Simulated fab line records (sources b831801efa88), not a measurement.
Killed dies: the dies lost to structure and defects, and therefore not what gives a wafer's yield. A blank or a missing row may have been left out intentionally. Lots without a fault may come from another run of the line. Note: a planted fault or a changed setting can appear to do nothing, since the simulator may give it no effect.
Which of the tools did it? + flow gf180mcu + Sampling: 6 lots, 18 wafers, 4 of 602 route steps

== WHAT EACH GAUGE READ, for each wafer ==
GF_PSD_TW_MEAS_11.
| lot  | measured     | on            | PSD_TW         |
|------|--------------|---------------|----------------|
| L673 | day 15 07:47 | film metro-01 | 3144 3154 3134 |
| L676 | day 15 21:25 | film metro-02 | 3100 3105 3107 |
| L679 | day 17 02:40 | film metro-04 | 3191 3211 3198 |
| L682 | day 17 22:28 | film metro-01 | 3108 3110 3127 |
| L689 | day 20 19:12 | film metro-02 | 30 29 30       |
| L693 | day 22 00:43 | film metro-01 | 3121 3113 3127 |

== TOOL THAT RAN EACH LOT (tool first, then ch and the chambers of the sampled wafers, then the start) ==
| lot  | GF_POLY_GATE_STRIP_14                | GF_NSD_STRIP_11                      | GF_PSD_STRIP_10                      |
|------|--------------------------------------|--------------------------------------|--------------------------------------|
| L673 | plasma asher-02 ch 0,1, day 10 03:07 | plasma asher-02 ch 0,1, day 14 10:25 | plasma asher-04 ch 0,1, day 15 07:41 |
| L676 | plasma asher-03 ch 0,1, day 10 11:37 | plasma asher-02 ch 0,1, day 14 22:53 | plasma asher-03 ch 0,1, day 15 21:20 |
| L679 | plasma asher-01 ch 0,1, day 11 16:28 | plasma asher-02 ch 0,1, day 16 04:02 | plasma asher-04 ch 0,1, day 17 02:34 |
| L682 | plasma asher-02 ch 0,1, day 12 09:34 | plasma asher-02 ch 0,1, day 16 23:22 | plasma asher-03 ch 1, day 17 22:22   |
| L689 | plasma asher-02 ch 0,1, day 14 15:28 | plasma asher-02 ch 1, day 19 18:32   | plasma asher-03 ch 0,1, day 20 19:06 |
| L693 | plasma asher-01 ch 0,1, day 15 20:19 | plasma asher-03 ch 0,1, day 21 00:44 | plasma asher-01 ch 0,1, day 22 00:37 |
- GF_POLY_GATE_STRIP_14: strips in O2/N2.
- GF_NSD_STRIP_11: strips in O2/N2.
- GF_PSD_STRIP_10: strips in O2/N2.

== THE ANSWER, worked out from the rows above alone ==
Rule: the lots themselves supply what counts as usual. The widest of any qualifying gaps counts: lots, ordered by their means at a reading, are off when they make up no more than a third of the lots, leave a main group of 4 or more, and stand apart from it by 3 or more times the standard deviation of that group's means. Not used: any main group whose means are identical at the precision the tables above print for the reading. A lot without any number at a reading at which 4 lots or more have one is off too. Where the step has rows for the other lots, those lots are counted as sound.
Off: L689, at GF_PSD_TW_MEAS_11 (PSD_TW). Mean 3137 and standard deviation 34 in the main group.
A tool fits if, at a process step before that reading, it ran every lot that is off, and no sound lot after the first of them. Gauges at GF_PSD_TW_MEAS_11: tried the same way as those tools. Can't be told from this: 3 tools fit, plasma asher-02 at GF_POLY_GATE_STRIP_14 and GF_NSD_STRIP_11, plasma asher-03 at GF_PSD_STRIP_10, film metro-02 at GF_PSD_TW_MEAS_11.

== WHAT HAD BEEN PUT IN BY THE SIMULATOR ==
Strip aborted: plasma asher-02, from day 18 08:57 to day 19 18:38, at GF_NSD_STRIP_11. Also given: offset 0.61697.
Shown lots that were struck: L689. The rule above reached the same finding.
